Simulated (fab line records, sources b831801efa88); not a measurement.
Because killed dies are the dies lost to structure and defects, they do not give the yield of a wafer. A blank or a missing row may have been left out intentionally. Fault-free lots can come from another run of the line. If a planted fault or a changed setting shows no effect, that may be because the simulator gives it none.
One fault through the eyes of 2 desks || flow gf180mcu || each desk holds nothing but its own numbers, with what lay behind them at the end

== FOR THE TOOL OWNER'S DESK: implanter-02 ==
GF_VT_IMPLANT_IMPLANT_08, tool's own readings: per-lot mean of the sampled wafers with a number, covering each lot this tool ran. Marked OUT: a lot whose mean sits more than 4 standard deviations from the usual mean, which makes it out of limits; the brackets give that distance.
Columns: A = doseIonsCm2 at GF_VT_IMPLANT_IMPLANT_08, usual 8.289e+12; B = faradayCurrentUA at GF_VT_IMPLANT_IMPLANT_08, usual 46.8
{"lot": "L982", "first seen here": "day 5 14:44", "A": 8.288e+12, "B": 46.3}
{"lot": "L993", "first seen here": "day 8 12:37", "A": 8.273e+12, "B": 46.4}
{"lot": "L995", "first seen here": "day 9 00:07", "A": 8.292e+12, "B": 47.0}
{"lot": "L100", "first seen here": "day 10 07:26", "A": "9.655e+12 (+99 or more) OUT", "B": "54.1 (+7.4) OUT"}
{"lot": "L101", "first seen here": "day 10 13:07", "A": "9.665e+12 (+99 or more) OUT", "B": "55.3 (+8.7) OUT"}
This desk's finding: out of limits on L100, L101; first on L100, day 10 07:26 (doseIonsCm2 at GF_VT_IMPLANT_IMPLANT_08). L982, L993, L995 stayed within limits.

== FROM THE METROLOGY DESK ==
Lot by lot, what the gauges showed, no matter which tool ran the lot: averages of those sampled wafers that carry a number. Marked OUT: a lot whose mean sits more than 4 standard deviations from the usual mean, which makes it out of limits; the brackets give that distance.
Columns: A = VT_IMPLANT_TW at GF_VT_IMPLANT_TW_MEAS_10, usual 563.1; B = HV_LDD_02_OVL at GF_HV_LDD_OVL_MEAS_32, usual 0.2 nm
{"lot": "L982", "first seen here": "day 5 14:58", "A": 562.7, "B": 0.7}
{"lot": "L984", "first seen here": "day 6 03:11", "A": 563.8, "B": -0.3}
{"lot": "L985", "first seen here": "day 6 09:31", "A": 558.2, "B": 0.1}
{"lot": "L989", "first seen here": "day 7 11:44", "A": 558.9, "B": -0.1}
{"lot": "L991", "first seen here": "day 7 21:29", "A": 566.8, "B": -1.3}
{"lot": "L993", "first seen here": "day 8 12:52", "A": 562.1, "B": 0.9}
{"lot": "L994", "first seen here": "day 8 16:25", "A": 563.9, "B": 1.3}
{"lot": "L995", "first seen here": "day 9 00:21", "A": 562.1, "B": -0.6}
{"lot": "L100", "first seen here": "day 10 07:40", "A": "594.3 (+12) OUT", "B": -0.2}
{"lot": "L101", "first seen here": "day 10 13:21", "A": "590.3 (+10) OUT", "B": 0.3}
{"lot": "L102", "first seen here": "day 10 19:08", "A": 564.5, "B": 0.5}
{"lot": "L103", "first seen here": "day 11 02:13", "A": 559.9, "B": -1.4}
{"lot": "L105", "first seen here": "day 11 16:17", "A": 563.2, "B": 0.2}
This desk reports L100, L101 out of limits; the earliest was L100 at day 10 07:40 (VT_IMPLANT_TW at GF_VT_IMPLANT_TW_MEAS_10). L982, L984, L985, L989, L991, L993, L994, L995, L102, L103, L105 stayed within limits.

== BROUGHT TOGETHER ==
An alarm could have come from the tool owner's desk at day 10 07:26, on L100, L101.
An alarm was possible from the metrology desk at day 10 07:40, on L100, L101.
The lots listed all ran GF_VT_IMPLANT_IMPLANT_08 on implanter-02.

== WHAT THE SIMULATOR PUT IN ==
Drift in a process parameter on implanter-02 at GF_VT_IMPLANT_IMPLANT_08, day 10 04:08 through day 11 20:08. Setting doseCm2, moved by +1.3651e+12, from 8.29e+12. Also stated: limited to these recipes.
Shown lots that were struck: L100, L101.
Counting hours from when the fault started, the first reading out of limits came at 3 for the tool owner's desk and at 4 for the metrology desk.
